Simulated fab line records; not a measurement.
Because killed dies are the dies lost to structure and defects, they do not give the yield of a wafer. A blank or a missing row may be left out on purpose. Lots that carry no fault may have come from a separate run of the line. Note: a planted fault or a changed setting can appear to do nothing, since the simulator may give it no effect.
What tool caused it? || flow sky130 || 6 lots, 18 wafers sampled, at 1 step of a route of 708

WHAT EACH GAUGE READ, for each wafer
SKY_VIA1_THK_MEAS_23: measures by xrf.
{"lot": "L560", "measured": "day 33 20:48", "on": "filmMetro-03", "VIA1_W_THK (nm)": "274 276 275"}
{"lot": "L565", "measured": "day 36 03:40", "on": "filmMetro-01", "VIA1_W_THK (nm)": "273 271 270"}
{"lot": "L574", "measured": "day 39 16:22", "on": "filmMetro-04", "VIA1_W_THK (nm)": "281 279 276"}
{"lot": "L577", "measured": "day 40 07:44", "on": "filmMetro-03", "VIA1_W_THK (nm)": "271 272 273"}
{"lot": "L578", "measured": "day 40 22:28", "on": "filmMetro-03", "VIA1_W_THK (nm)": "277 279 279"}
{"lot": "L581", "measured": "day 42 12:26", "on": "filmMetro-01", "VIA1_W_THK (nm)": "265 267 272"}

WHICH TOOL RAN EACH LOT (tool, then ch and the chambers of the sampled wafers, then the start)
No process step before these readings appears in the record.

THE ANSWER, worked out from the rows above alone
Rule: what is usual is taken from the lots themselves. The widest of any qualifying gaps counts: lots, ordered by their means at a reading, are off when they make up no more than a third of the lots, leave a main group of 4 or more, and stand apart from it by 3 or more times the standard deviation of that group's means. A main group is skipped when, at the precision printed for the reading in the tables above, its means are all equal. A lot without any number at a reading at which 4 lots or more have one is off too. Any other lot the step has rows for is counted as sound.
No lot is off on any of the readings shown, so nothing can be concluded from this.

WHAT HAD BEEN PUT IN BY THE SIMULATOR
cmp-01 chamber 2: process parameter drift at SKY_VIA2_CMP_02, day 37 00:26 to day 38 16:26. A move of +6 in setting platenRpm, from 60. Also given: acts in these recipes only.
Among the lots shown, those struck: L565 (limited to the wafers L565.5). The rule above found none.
